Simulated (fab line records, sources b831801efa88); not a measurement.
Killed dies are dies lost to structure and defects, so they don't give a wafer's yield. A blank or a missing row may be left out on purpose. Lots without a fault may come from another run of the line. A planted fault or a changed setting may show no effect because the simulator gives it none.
Chamber matching | flow gf180mcu | GF_STI_ETCH_14 on rie_si-02: 4 sister chambers
The step etches Si in HBr/Cl2/O2, target depth 360 nm, time 102.9 s. 8 wafers are shown with their chamber, then 7 later ones without.

WAFERS WITH THEIR CHAMBER
wafer  | chamber | oes_product_au (a.u.) | throttle_valve_pct (%)
L855.6 | 3       | 0.999                 | 25.656
L860.5 | 0       | 1.002                 | 25.652
L870.2 | 3       | 0.998                 | 25.664
L873.2 | 2       | 1.016                 | 25.645
L873.4 | 2       | 1.021                 | 25.661
L873.6 | 1       | 0.995                 | 25.672
L874.1 | 1       | 0.997                 | 25.668
L874.4 | 0       | 1.012                 | 25.651

WAFERS WITHOUT THEIR CHAMBER
wafer  | oes_product_au (a.u.) | throttle_valve_pct (%)
L874.5 | 1.000                 | 25.663
L875.2 | 1.005                 | 25.646
L875.4 | 1.008                 | 25.663
L875.5 | 1.003                 | 25.657
L876.2 | 1.010                 | 25.649
L876.4 | 0.996                 | 25.659
L876.5 | 0.990                 | 25.650

WHICH CHAMBER EACH WENT THROUGH
wafer  | from the rows above               | in truth
L874.5 | can't be placed: 3 or 1 or 0      | 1
L875.2 | can't be placed: 0 or 3           | 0
L875.4 | can't be placed: 0 or 3 or 2 or 1 | 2
L875.5 | can't be placed: 3 or 0 or 1      | 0
L876.2 | can't be placed: 0 or 2           | 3
L876.4 | can't be placed: 3 or 1           | 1
L876.5 | can't be placed: 3 or 1 or 0      | 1
Placed correctly: 0 of 7. Can't be placed from these rows: 7 (the true chamber is among the candidates in 6). Placed wrongly: 0.
How it was worked out, from the rows above alone: a wafer's distance from a chamber is the root of the sum, over the readings, of the square of ((its reading less the chamber's mean) divided by the reading's scatter). The wafer belongs to the nearest chamber; if the next one is less than 2 further off, it can't be placed. A chamber's mean is the mean of its shown wafers. The scatter: the root of (the sum of the squares of (reading less its chamber's mean) over the shown wafers, divided by (wafers less chambers)).
